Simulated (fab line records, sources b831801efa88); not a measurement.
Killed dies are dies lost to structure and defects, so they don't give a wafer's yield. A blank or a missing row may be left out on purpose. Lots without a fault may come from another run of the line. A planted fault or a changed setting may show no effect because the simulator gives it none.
A struck lot beside a sound one | flow sky130 | 18 steps out of a route of 708
Sound: wafers L745.3, L745.5, L745.6. Struck: wafers L758.3, L758.4, L758.5. The cause comes at the end.
At each step with rows: each side's tool, then ch and its chambers, then its first start. Under that, the readings that differ: sound wafers | struck wafers | difference of the means | sigmas: that difference in standard deviations of wafers without a fault.
alike: readings whose means differ by less than 2 such deviations, and words and numbers that are the same on both sides. not compared: withheld readings, readings that some wafer has no value for, bounds like >300 that may hide the same value, and numbers for which the record gives no deviation and whose values overlap.
The two part at a step that has a row with sigmas, a row that says differs or no value, or rows on one side only. Numbers that don't overlap but have no deviation are shown without sigmas and don't part them. A reading that every wafer of one side lacks parts them only if that side has two wafers or more.

first, 2 steps without rows for these wafers: SKY_GATE_OXIDE_CLEAN_00 (cleans in SC1/SC2, time 150 s); SKY_GATE_OXIDE_OXIDATION_01 (stabilise 600 s, purge 300 s, target thk 10.268 nm).
SKY_GATE_OXIDE_THK_MEAS_02:
  sound on film_metro-01, day 15 18:28; struck on film_metro-04, day 19 13:22
  alike: GATE_OXIDE_OXIDATION_00_THK
then, 7 steps without rows for these wafers: SKY_GATE_OXIDE_DEHYDRATE_03 (time 60 s); SKY_GATE_OXIDE_HMDS_04 (prime time 60 s); SKY_GATE_OXIDE_COAT_05 (resist thk 1140 nm); SKY_GATE_OXIDE_SOFTBAKE_06 (time 60 s); SKY_GATE_OXIDE_EXPOSE_07 (exposes mask LVOM, target cd 600 nm); SKY_GATE_OXIDE_PEB_08; SKY_GATE_OXIDE_DEVELOP_09 (develop time 60 s).
SKY_GATE_OXIDE_OVL_MEAS_10:
  sound on overlay-01, day 16 21:04; struck on overlay-02, day 20 20:31
  alike: GATE_OXIDE_OVL
then, 1 step without rows for these wafers: SKY_GATE_OXIDE_IMPLANT_11.
SKY_GATE_OXIDE_WET_ETCH_12: etches SiO2 in dHF, target depth 16.8 nm, time 336 s.
  sound on wet_bench-02 ch 3, day 16 21:14; struck on wet_bench-01 ch 3, day 20 20:41
  reading                                    | sound             | struck            | difference | sigmas
  run_length_s (s)                           | 361 361 361       | 198 198 198       | -163       | -53
  model.SiO2_of_FIELD_ISO_CVD_24.thk_nm (nm) | 364.2 366.2 363.8 | 373.1 373.7 372.8 | +8.5       |
SKY_GATE_OXIDE_STRIP_13: strips in O2/N2.
  sound on plasma_asher-02 ch 0,1, day 16 21:23; struck on plasma_asher-04 ch 0,1, day 20 20:50
  alike: drypump_motor_current_A, oes_product_au, strip_time_to_endpoint_s
  not compared: rf_hours_counter_h
SKY_GATE_OXIDE_TW_MEAS_14:
  sound on film_metro-03, day 16 21:28; struck on film_metro-04, day 20 20:55
  alike: GATE_OXIDE_TW
SKY_GATE_OXIDE_CLEAN_15: cleans in SC1/SC2, time 150 s.
  sound on wet_bench-02 ch 1, day 16 21:30; struck on wet_bench-01 ch 2, day 20 20:58
  reading                                    | sound             | struck          | difference | sigmas
  model.SiO2_of_FIELD_ISO_CVD_24.thk_nm (nm) | 363.5 365.5 363.2 | 372.5 373 372.1 | +8.5       |
then, 1 step without rows for these wafers: SKY_GATE_OXIDE_OXIDATION_16 (stabilise 600 s, purge 300 s, target thk 3.57 nm).
-- the record jumps here: 29 days lie between the struck wafers' starts before and after (it left off in module GATE_OXIDE and takes up again in module PAD_OPEN, whose first step shown is number 708 of the route) --
SKY_PAD_OPEN_PROBE_99:
  the record has rows for the struck wafers here (prober-01, day 50 08:05) and none for the sound ones

WHERE THEY PART
First at SKY_GATE_OXIDE_WET_ETCH_12; last, within this record, at SKY_PAD_OPEN_PROBE_99.

WHY: what the simulator had put in
Process parameter drift: wet_bench-01, from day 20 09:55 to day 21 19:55, at SKY_GATE_OXIDE_WET_ETCH_12. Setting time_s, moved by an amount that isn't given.
